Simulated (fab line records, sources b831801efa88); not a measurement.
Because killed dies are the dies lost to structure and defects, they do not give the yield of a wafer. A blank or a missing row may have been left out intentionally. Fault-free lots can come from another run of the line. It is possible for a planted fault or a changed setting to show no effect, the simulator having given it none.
fab line records | flow gf180mcu | part 2 of 2: steps 25 to 37 of 37
record: lots: 5 | wafers: 15 | last-day: 33
route steps=602 shown V4@498 MIM@503 M5@526
lots untouched by any fault: they come from a run of this same line in which no faults occurred
start-h: hours from the record's first day to the start of the lot's first wafer shown | wait-h: hours elapsed since this lot's preceding step | " unchanged from the row above | L1.1+2: one row covering several wafers at once | - no value present, or no start provided | * or withheld: withheld | < > ~ a bound
route shown NAME@n: names a module that has steps shown in the file, with the first one's number in the route | usual: mean/standard deviation of fault-free wafers | same: alike in all rows | chamber/n: place in a boat | sites: per-site readings | _std_site: the values' standard deviation | _edge_site: inner sites' mean taken away from outer sites' mean | radius-mm: for every site, how far away it sits from the centre of the wafer | mask NAME#n: copy n | behind: tool/chamber where the wafer was last shaped | hold: cause of the lot's hold/its duration in hours/its outcome | device: which transistor (n, p or np) failed to switch | end of line: the same wafers' tests at the end of the route | a step without rows: its recipe alone | killed: not the wafer's yield, but the dies lost to structure and defects at the first sort | map: shows each die of a wafer: x if killed, . if not, _ if none is there
set.NAME: setting as actually run; set.NAME@STEP: the setting as run at that earlier step | model.NAME: the simulator's own value behind a step, which no gauge read
lots seen at some steps along the route; tables by step, rows by wafer
services: the hour from which a tool's chamber was out of use, counted from the record's first day as start-h (under 0 if before that day), plus the number of hours and why
== steps ==
step: GF_MIM_METAL_ETCH_19
recipe: chemistry: Cl2/BCl3 | mask-material: NOVOLAK | stop-on: Si3N4 | target-depth-nm: 324.5 | pressure-mtorr: 8 | icp-w: 800 | bias-w: 140 | Cl2_flow_sccm: 80 | bcl3-flow-sccm: 40 | time-s: 54.1
usual: drypump-motor-current-A: 5.7/0.51 | oes-product-au: 0.948/0.0064 | rf-fwd-power-W: 793.8/2.8 | throttle-valve-pct: 28.277/0.011
lot.wafer | tool         | chamber | start-h | wait-h | drypump-motor-current-A | oes-product-au | rf-fwd-power-W | rf-hours-counter-h | throttle-valve-pct
L076.1    | rie-metal-03 | 0       | 598.60  | 0.1    | 5.3                     | 0.944          | 791.4          | 2                  | 28.265
L076.3    | "            | 0       | "       | "      | 5.3                     | 0.958          | 789.2          | -                  | 28.269
L076.5    | "            | 0       | "       | "      | 5.3                     | 0.941          | 793.9          | -                  | 28.288
L078.1    | rie-metal-01 | 1       | 621.87  | 0.1    | 5.4                     | 0.941          | 794.6          | 3                  | 28.278
L078.3    | "            | 0       | "       | "      | 6.1                     | 0.950          | 794.6          | -                  | 28.268
L078.4    | "            | 1       | "       | "      | 5.4                     | 0.942          | 794.7          | -                  | 28.277
L084.1    | rie-metal-04 | 0       | 664.66  | 0.1    | 5.4                     | 0.942          | 796.7          | 7                  | 28.283
L084.3    | "            | 0       | "       | "      | 5.4                     | 0.947          | 796.9          | -                  | 28.284
L084.5    | "            | 1       | "       | "      | 6.5                     | 0.946          | 794.7          | -                  | 28.304
L087.1    | rie-metal-04 | 1       | 682.80  | 0.1    | 6.5                     | 0.951          | 790.6          | 2                  | 28.268
L087.3    | "            | 0       | "       | "      | 5.4                     | 0.943          | 791.9          | -                  | 28.279
L087.6    | "            | 1       | "       | "      | 6.5                     | 0.951          | 793.3          | -                  | 28.268
L094.2    | rie-metal-01 | 1       | 731.76  | 0.1    | 5.4                     | 0.949          | 794.2          | 6                  | 28.281
L094.4    | "            | 0       | "       | "      | 6.1                     | 0.948          | 793.2          | -                  | 28.276
L094.5    | "            | 0       | "       | "      | 6.1                     | 0.949          | 794.3          | -                  | 28.300
step: GF_MIM_STRIP_20
recipe: chemistry: O2/N2 | power-w: 1400 | pressure-mtorr: 1500 | platen-temp-c: 250 | o2-flow-sccm: 3000 | n2-flow-sccm: 300 | overash-fraction: 0.5
usual: drypump-motor-current-A: 6.1/0.42 | heater-power-w: 330/52 | oes-product-au: 0.693/0.0048 | strip-time-to-endpoint-s: 11.24/0.035
lot.wafer | tool            | chamber | start-h | wait-h | drypump-motor-current-A | heater-power-w | oes-product-au | rf-hours-counter-h | strip-time-to-endpoint-s
L076.1    | plasma-asher-04 | 1       | 598.67  | 0.0    | 5.9                     | 293            | 0.697          | 18                 | 11.27
L076.3    | "               | 1       | "       | "      | 5.9                     | 287            | 0.683          | -                  | 11.24
L076.5    | "               | 1       | "       | "      | 5.9                     | 295            | 0.686          | -                  | 11.23
L078.1    | plasma-asher-04 | 1       | 621.94  | 0.0    | 5.9                     | 294            | 0.685          | 21                 | 11.19
L078.3    | "               | 1       | "       | "      | 5.9                     | 294            | 0.686          | -                  | 11.26
L078.4    | "               | 0       | "       | "      | 5.8                     | 439            | 0.691          | -                  | 11.17
L084.1    | plasma-asher-04 | 0       | 664.73  | 0.0    | 5.8                     | 417            | 0.695          | 25                 | 11.27
L084.3    | "               | 0       | "       | "      | 5.8                     | 442            | 0.689          | -                  | 11.27
L084.5    | "               | 1       | "       | "      | 5.9                     | 296            | 0.696          | -                  | 11.24
L087.1    | plasma-asher-03 | 1       | 682.87  | 0.0    | 6.6                     | 304            | 0.689          | 90                 | 11.29
L087.3    | "               | 1       | "       | "      | 6.6                     | 292            | 0.692          | -                  | 11.28
L087.6    | "               | 0       | "       | "      | 6.4                     | 285            | 0.695          | -                  | 11.26
L094.2    | plasma-asher-03 | 0       | 731.83  | 0.0    | 6.4                     | 289            | 0.697          | 94                 | 11.25
L094.4    | "               | 1       | "       | "      | 6.6                     | 296            | 0.692          | -                  | 11.26
L094.5    | "               | 0       | "       | "      | 6.4                     | 289            | 0.695          | -                  | 11.24
step: GF_MIM_STRIP_21
recipe: chemistry: post-etch-residue-remover | time-s: 1200 | temp-c: 72.5
lot.wafer  | tool         | chamber | start-h | wait-h
L076.1+3+5 | wet-bench-04 | 1       | 598.77  | 0.1
L078.1+3+4 | wet-bench-04 | 2       | 622.04  | 0.1
L084.1+3+5 | wet-bench-04 | 0       | 664.83  | 0.1
L087.1+3+6 | wet-bench-03 | 0       | 682.97  | 0.1
L094.2+4+5 | wet-bench-04 | 1       | 731.93  | 0.1
step: GF_MIM_CLEAN_22
recipe: chemistry: DIW | dry: n2-spin
lot.wafer  | tool         | chamber | start-h | wait-h
L076.1+3+5 | wet-bench-04 | 3       | 599.14  | 0.0
L078.1+3+4 | wet-bench-01 | 2       | 622.38  | 0.0
L084.1+3+5 | wet-bench-01 | 1       | 665.21  | 0.0
L087.1+3+6 | wet-bench-04 | 1       | 683.31  | 0.0
L094.2+4+5 | wet-bench-01 | 3       | 732.28  | 0.0
step: GF_M5_DEHYDRATE_00
recipe: temp-c: 200 | time-s: 60
lot.wafer  | tool           | chamber | start-h | wait-h
L076.1+3+5 | litho-track-02 | 0       | 608.99  | 9.8
L078.1+3+4 | litho-track-03 | 0       | 631.86  | 9.4
L084.1+3+5 | litho-track-01 | 0       | 673.90  | 8.6
L087.1+3+6 | litho-track-03 | 0       | 692.41  | 9.0
L094.2+4+5 | litho-track-01 | 0       | 740.17  | 7.8
step: GF_M5_HMDS_01
recipe: prime-time-s: 60 | prime-temp-c: 120
lot.wafer  | tool           | chamber | start-h | wait-h
L076.1+3+5 | litho-track-02 | 0       | 609.14  | 0.1
L078.1+3+4 | litho-track-03 | 0       | 632.01  | 0.1
L084.1+3+5 | litho-track-01 | 0       | 674.05  | 0.1
L087.1+3+6 | litho-track-03 | 0       | 692.56  | 0.1
L094.2+4+5 | litho-track-01 | 0       | 740.32  | 0.1
step: GF_M5_COAT_02
recipe: resist: KrF | spin-rpm: withheld | resist-thk-nm: 1000
usual: dispense-pressure-kPa: 48/6.7
lot.wafer | tool           | chamber | start-h | wait-h | dispense-pressure-kPa
L076.1    | litho-track-02 | 0       | 609.29  | 0.1    | 50
L076.3    | "              | 0       | "       | "      | 50
L076.5    | "              | 0       | "       | "      | 50
L078.1    | litho-track-03 | 0       | 632.16  | 0.1    | 41
L078.3    | "              | 0       | "       | "      | 41
L078.4    | "              | 0       | "       | "      | 41
L084.1    | litho-track-01 | 0       | 674.20  | 0.1    | 57
L084.3    | "              | 0       | "       | "      | 57
L084.5    | "              | 0       | "       | "      | 56
L087.1    | litho-track-03 | 0       | 692.71  | 0.1    | 41
L087.3    | "              | 0       | "       | "      | 41
L087.6    | "              | 0       | "       | "      | 41
L094.2    | litho-track-01 | 0       | 740.47  | 0.1    | 57
L094.4    | "              | 0       | "       | "      | 57
L094.5    | "              | 0       | "       | "      | 57
step: GF_M5_SOFTBAKE_03
recipe: temp-c: 130 | time-s: 60 | resist: KrF
lot.wafer  | tool           | chamber | start-h | wait-h
L076.1+3+5 | litho-track-02 | 0       | 609.44  | 0.1
L078.1+3+4 | litho-track-03 | 0       | 632.31  | 0.1
L084.1+3+5 | litho-track-01 | 0       | 674.35  | 0.1
L087.1+3+6 | litho-track-03 | 0       | 692.86  | 0.1
L094.2+4+5 | litho-track-01 | 0       | 740.62  | 0.1
step: GF_M5_EXPOSE_04
recipe: mask-id: Metal5 | target-cd-nm: 280 | na: 0.68 | source-shape: conventional | sigma-outer: 0.6 | dose-mj: 28
usual: reticle-temp-C: 23.00/0.11
lot.wafer | tool           | chamber | start-h | wait-h | mask     | reticle-temp-C
L076.1    | krf-scanner-01 | 0       | -       | -      | Metal5#0 | 23.10
L076.3    | "              | 0       | "       | "      | Metal5#0 | 23.04
L076.5    | "              | 0       | "       | "      | Metal5#0 | 22.98
L078.1    | krf-scanner-01 | 0       | -       | -      | Metal5#0 | 23.02
L078.3    | "              | 0       | "       | "      | Metal5#0 | 23.05
L078.4    | "              | 0       | "       | "      | Metal5#0 | 22.98
L084.1    | krf-scanner-01 | 0       | -       | -      | Metal5#0 | 23.13
L084.3    | "              | 0       | "       | "      | Metal5#0 | 22.99
L084.5    | "              | 0       | "       | "      | Metal5#0 | 23.06
L087.1    | krf-scanner-02 | 0       | -       | -      | Metal5#0 | 23.02
L087.3    | "              | 0       | "       | "      | Metal5#0 | 22.88
L087.6    | "              | 0       | "       | "      | Metal5#0 | 22.93
L094.2    | krf-scanner-01 | 0       | -       | -      | Metal5#0 | 22.86
L094.4    | "              | 0       | "       | "      | Metal5#0 | 22.88
L094.5    | "              | 0       | "       | "      | Metal5#0 | 23.04
step: GF_M5_PEB_05
recipe: peb-temp-c: 134.3 | peb-time-s: 90 | resist: KrF
lot.wafer  | tool           | chamber | start-h | wait-h
L076.1+3+5 | litho-track-01 | 0       | -       | -
L078.1+3+4 | litho-track-03 | 0       | -       | -
L084.1+3+5 | litho-track-01 | 0       | -       | -
L087.1+3+6 | litho-track-02 | 0       | -       | -
L094.2+4+5 | litho-track-02 | 0       | -       | -
step: GF_M5_DEVELOP_06
recipe: develop-time-s: 60 | dev-temp-c: 21
same: develop-time-s: 60
lot.wafer  | tool           | chamber | start-h | wait-h
L076.1+3+5 | litho-track-01 | 0       | 619.75  | 0.2
L078.1+3+4 | litho-track-03 | 0       | 642.71  | 0.2
L084.1+3+5 | litho-track-01 | 0       | 683.95  | 0.2
L087.1+3+6 | litho-track-02 | 0       | 701.84  | 0.2
L094.2+4+5 | litho-track-02 | 0       | 749.22  | 0.2
step: GF_M5_CD_MEAS_07
recipe: target-cd-nm: 280
usual: cd-nm: 279.8/1.4
lot.wafer | tool      | chamber | start-h | wait-h | cd-nm
L076.1    | cd-sem-01 | -       | 619.90  | 0.1    | 276.5
L076.3    | "         | -       | "       | "      | 277.3
L076.5    | "         | -       | "       | "      | 278.4
L078.1    | cd-sem-01 | -       | 642.86  | 0.1    | 281.8
L078.3    | "         | -       | "       | "      | 281.1
L078.4    | "         | -       | "       | "      | 281.4
L084.1    | cd-sem-02 | -       | 684.10  | 0.1    | 281.3
L084.3    | "         | -       | "       | "      | 282.2
L084.5    | "         | -       | "       | "      | 281.2
L087.1    | cd-sem-01 | -       | 701.99  | 0.1    | 279.7
L087.3    | "         | -       | "       | "      | 278.6
L087.6    | "         | -       | "       | "      | 280.1
L094.2    | cd-sem-02 | -       | 749.36  | 0.1    | 278.6
L094.4    | "         | -       | "       | "      | 279.0
L094.5    | "         | -       | "       | "      | 279.3
step: GF_M5_OVL_MEAS_08
usual: M5_OVL: 0/5.6
lot.wafer | tool       | chamber | start-h | wait-h | M5_OVL[nm]
L076.1    | overlay-01 | -       | 620.02  | 0.1    | -13
L076.3    | "          | -       | "       | "      | -7
L076.5    | "          | -       | "       | "      | -9
L078.1    | overlay-01 | -       | 642.98  | 0.1    | -2
L078.3    | "          | -       | "       | "      | 4
L078.4    | "          | -       | "       | "      | 3
L084.1    | overlay-01 | -       | 684.22  | 0.1    | -6
L084.3    | "          | -       | "       | "      | -6
L084.5    | "          | -       | "       | "      | 1
L087.1    | overlay-02 | -       | 702.11  | 0.1    | -9
L087.3    | "          | -       | "       | "      | -2
L087.6    | "          | -       | "       | "      | -6
L094.2    | overlay-02 | -       | 749.47  | 0.1    | 3
L094.4    | "          | -       | "       | "      | 0
L094.5    | "          | -       | "       | "      | -4
== services ==
tool             | chamber | start-h | hours | kind
cmp-01           | -       | 550.38  | 5.1   | repair
pvd-sputter-01   | -       | 551.39  | 0.6   | repair
krf-scanner-01   | -       | 555.04  | 0.8   | pm
iline-stepper-01 | -       | 556.97  | 10.5  | repair
pvd-sputter-01   | -       | 564.39  | 0.5   | repair
pecvd-01         | -       | 570.72  | 0.6   | repair
cmp-01           | -       | 572.16  | 4.0   | pm
pecvd-01         | -       | 574.25  | 2.8   | pm
pvd-sputter-03   | -       | 574.31  | 8.6   | repair
pecvd-01         | -       | 581.70  | 1.1   | repair
pecvd-01         | 0       | 586.83  | 18.0  | repair
cmp-01           | -       | 588.67  | 0.7   | repair
krf-scanner-01   | -       | 608.42  | 0.1   | repair
krf-scanner-01   | -       | 614.40  | 2.1   | repair
iline-stepper-01 | -       | 632.56  | 6.9   | repair
cmp-01           | -       | 643.19  | 2.5   | repair
krf-scanner-01   | -       | 653.47  | 1.0   | pm
pvd-sputter-01   | -       | 688.68  | 10.1  | repair
pvd-sputter-01   | -       | 698.65  | 5.2   | repair
krf-scanner-01   | -       | 703.58  | 1.3   | pm
krf-scanner-01   | -       | 706.46  | 0.8   | pm
cmp-01           | -       | 717.69  | 5.6   | pm
iline-stepper-01 | -       | 722.30  | 1.7   | pm
krf-scanner-01   | -       | 723.74  | 0.8   | pm
